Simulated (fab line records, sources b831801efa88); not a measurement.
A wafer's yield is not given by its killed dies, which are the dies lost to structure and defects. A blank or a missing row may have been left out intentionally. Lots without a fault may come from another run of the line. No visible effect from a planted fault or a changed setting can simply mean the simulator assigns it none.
Chamber matching	flow sfq_line	pecvd-03 running SFQ_TRILAYER_I1_DEP_PECVD_045: 3 sister chambers
The step deposits SiO2 from SiH4/N2O, time 111.11 s, target thk 500 nm. 14 wafers are shown with their chamber, then 7 later ones without.

WAFERS, EACH WITH ITS CHAMBER
wafer	chamber	throttle_valve_pct (%)	showerhead_vpp_V (V)	heater_power_w (W)
L192.3	1	27.3	852	76
L192.4	2	24.9	753	82
L192.6	0	28.1	779	68
L193.2	0	28.2	778	80
L193.3	1	27.1	873	70
L193.5	2	25.0	741	77
L196.1	0	27.7	784	76
L196.2	1	27.2	865	76
L196.4	0	27.9	788	80
L197.1	2	25.4	723	79
L197.3	0	28.1	787	68
L197.4	1	27.1	848	77
L206.1	0	27.9	770	74
L206.3	2	25.2	734	71

SIGNATURES (means of the wafers above)
reading	chamber 0	chamber 1	chamber 2	scatter within a chamber
throttle_valve_pct	27.983	27.175	25.125	0.177
showerhead_vpp_V	781.00	859.50	737.75	10
heater_power_w	74.33	74.75	77.25	4.7
Rule: a wafer's distance from a chamber is the root of the sum, over the readings, of the square of ((its reading less the chamber's mean) divided by the reading's scatter). If the next closest chamber is less than 2 further off than the closest, the wafer can't be placed; otherwise it belongs to the closest. The scatter is the square root of a quotient: the sum, over the shown wafers, of each reading's squared deviation from its chamber's mean, divided by wafers minus chambers.

WAFERS WHOSE CHAMBER IS MISSING
wafer	throttle_valve_pct (%)	showerhead_vpp_V (V)	heater_power_w (W)
L206.4	27.1	845	74
L211.1	27.9	781	78
L211.4	25.1	743	82
L211.5	27.1	869	82
L212.1	27.2	870	77
L212.5	27.1	854	82
L212.6	28.2	786	76

WHICH CHAMBER EACH ONE RAN IN
wafer	from the rows above	in truth
L206.4	1	1
L211.1	0	0
L211.4	2	2
L211.5	1	1
L212.1	1	1
L212.5	1	1
L212.6	0	0
Correct placement for 7 of the 7. Can't be placed from these rows: 0. Number placed wrongly: 0.
